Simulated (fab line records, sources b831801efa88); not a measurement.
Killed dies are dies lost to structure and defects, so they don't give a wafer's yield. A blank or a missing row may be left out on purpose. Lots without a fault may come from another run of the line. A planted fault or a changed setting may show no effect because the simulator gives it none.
Which tool did it? | flow gf180mcu | 7 lots, 21 wafers sampled, at 1 step of a route of 602

WHAT THE GAUGES READ, wafer by wafer
GF_V1_CD_MEAS_14: target cd 260 nm.
lot  | measured     | on        | cd_nm (nm)
L645 | day 19 12:09 | cd_sem-01 | 259.1 262.0 259.5
L648 | day 20 17:44 | cd_sem-01 | 260.5 260.1 261.1
L652 | day 22 02:55 | cd_sem-02 | 258.5 259.4 258.5
L654 | day 22 13:55 | cd_sem-01 | 261.9 262.1 261.8
L661 | day 25 01:43 | cd_sem-02 | 260.5 259.6 259.7
L663 | day 25 10:37 | cd_sem-02 | 257.7 257.5 258.4
L665 | day 26 10:31 | cd_sem-01 | 261.5 260.4 262.2

WHICH TOOL RAN EACH LOT (tool, then ch and the chambers of the sampled wafers, then the start)
The record holds no process step before these readings.

THE ANSWER, worked out from the rows above alone
Rule: what is usual is taken from the lots themselves. Put in order of their means at a reading, lots are off if they are a third of the lots or fewer, leave a main group of 4 or more, and stand apart from it by a gap of 3 or more times the standard deviation of the main group's means; of several such gaps the widest counts. A main group whose means are all the same, to the digits that the tables above print for the reading, isn't used. A lot without any number at a reading at which 4 lots or more have one is off too. The other lots that the step has rows for count as sound.
No lot is off at any reading shown: from this, nothing can be told.

WHAT THE SIMULATOR HAD PUT IN
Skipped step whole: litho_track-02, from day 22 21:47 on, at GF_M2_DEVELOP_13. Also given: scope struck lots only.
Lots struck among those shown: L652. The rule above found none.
